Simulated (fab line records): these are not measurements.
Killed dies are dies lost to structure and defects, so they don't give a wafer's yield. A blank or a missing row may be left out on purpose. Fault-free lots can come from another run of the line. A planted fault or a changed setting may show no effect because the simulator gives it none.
Struck lot and sound lot, side by side    flow sky130    14 out of 708 route steps
Sound: wafers L666.2, L666.4, L666.5. Struck: wafers L675.3, L675.5, L675.6. The cause comes at the end.
Order at every step that has rows: each side's tool, ch and its chambers, its first start. Under that, the readings that differ: sound wafers    struck wafers    difference of the means    sigmas: that difference in standard deviations of wafers without a fault.
alike: readings whose means differ by less than 2 such deviations, and words and numbers that are the same on both sides. not compared: withheld readings, readings that some wafer has no value for, bounds like >300 that may hide the same value, and numbers for which the record gives no deviation and whose values overlap.
A row with sigmas, a row that says differs or no value, or rows on one side alone: a step with any of these is where the two part. When numbers do not overlap yet have no deviation, they are printed without sigmas and do not part them. A reading that every wafer of one side lacks parts them only if that side has two wafers or more.

first, 5 steps without rows for these wafers: SKY_POLY_GATE_COAT_08 (resist thk 450 nm); SKY_POLY_GATE_SOFTBAKE_09 (time 90 s); SKY_POLY_GATE_EXPOSE_10 (exposes mask P1M, target cd 150 nm); SKY_POLY_GATE_PEB_11; SKY_POLY_GATE_DEVELOP_12 (develop time 60 s).
SKY_POLY_GATE_CD_MEAS_13 targets a cd of 150 nm.
  sound: cdSem-01 at day 14 09:11; struck: cdSem-01 at day 17 01:21
  alike: cdNm
SKY_POLY_GATE_OVL_MEAS_14:
  sound: overlay-02 at day 14 09:17; struck: overlay-01 at day 17 01:26
  alike: POLY_GATE_OVL
SKY_POLY_GATE_ETCH_15: etches BARC in N2/H2, stops on SiO2, time 118.5 s, target depth 110 nm.
  sound on rieDiel-01 ch 2,3, day 14 09:19; struck on rieDiel-01 ch 1,2, day 17 01:28
  alike: chamberPressureMTorr, drypumpMotorCurrentA, oesProductAu, throttleValvePct
  not compared: rfHoursCounterH
SKY_POLY_GATE_ETCH_16: etches Si3N4 in CH3F/O2, stops on poly-Si, time 147.5 s, target depth 75 nm.
  sound on rieDiel-01 ch 2,3, day 14 09:24; struck on rieDiel-01 ch 1,2, day 17 01:33
  alike: chamberPressureMTorr, drypumpMotorCurrentA, oesProductAu, throttleValvePct
  not compared: rfHoursCounterH
SKY_POLY_GATE_ETCH_17: etches poly-Si in HBr/Cl2, stops on SiO2, target depth 180 nm, time 70.5 s.
  sound on rieSi-01 ch 1,2, day 14 09:29; struck on rieSi-02 ch 0,1,3, day 17 01:38
  alike: chamberPressureMTorr, drypumpMotorCurrentA, oesProductAu, throttleValvePct
  not compared: rfHoursCounterH
SKY_POLY_GATE_STRIP_18: strips in O2/N2.
  sound on plasmaAsher-04 ch 0,1, day 14 09:33; struck on plasmaAsher-02 ch 0,1, day 17 01:44
  alike: chamberPressureMTorr, drypumpMotorCurrentA, oesProductAu, stripTimeToEndpointS
  not compared: rfHoursCounterH
then, 1 step without rows for these wafers: SKY_POLY_GATE_CLEAN_19 (cleans in SC1/SC2, time 150 s).
SKY_POLY_GATE_OXIDATION_20: stabilise 600 s, purge 300 s, target thk 4 nm.
  sound on furnace-01 ch 0, day 14 10:12; struck on furnace-01, day 17 03:23
  no value came back on the struck wafers for oxTempC (C), oxTempCMax, oxTimeS (s), zonePowerLowerPct (%); on the sound wafers oxTempC (C) reads 849.8 850.5 849.8
SKY_POLY_GATE_CD_MEAS_22:
  sound: cdSem-01 at day 14 11:32; struck: cdSem-01 at day 17 04:45
  alike: cdNm

WHERE THEY PART
Within this record, at SKY_POLY_GATE_OXIDATION_20 only. Later steps at which nothing parts them and some readings are alike: SKY_POLY_GATE_CD_MEAS_22.

WHY: what the simulator had put in
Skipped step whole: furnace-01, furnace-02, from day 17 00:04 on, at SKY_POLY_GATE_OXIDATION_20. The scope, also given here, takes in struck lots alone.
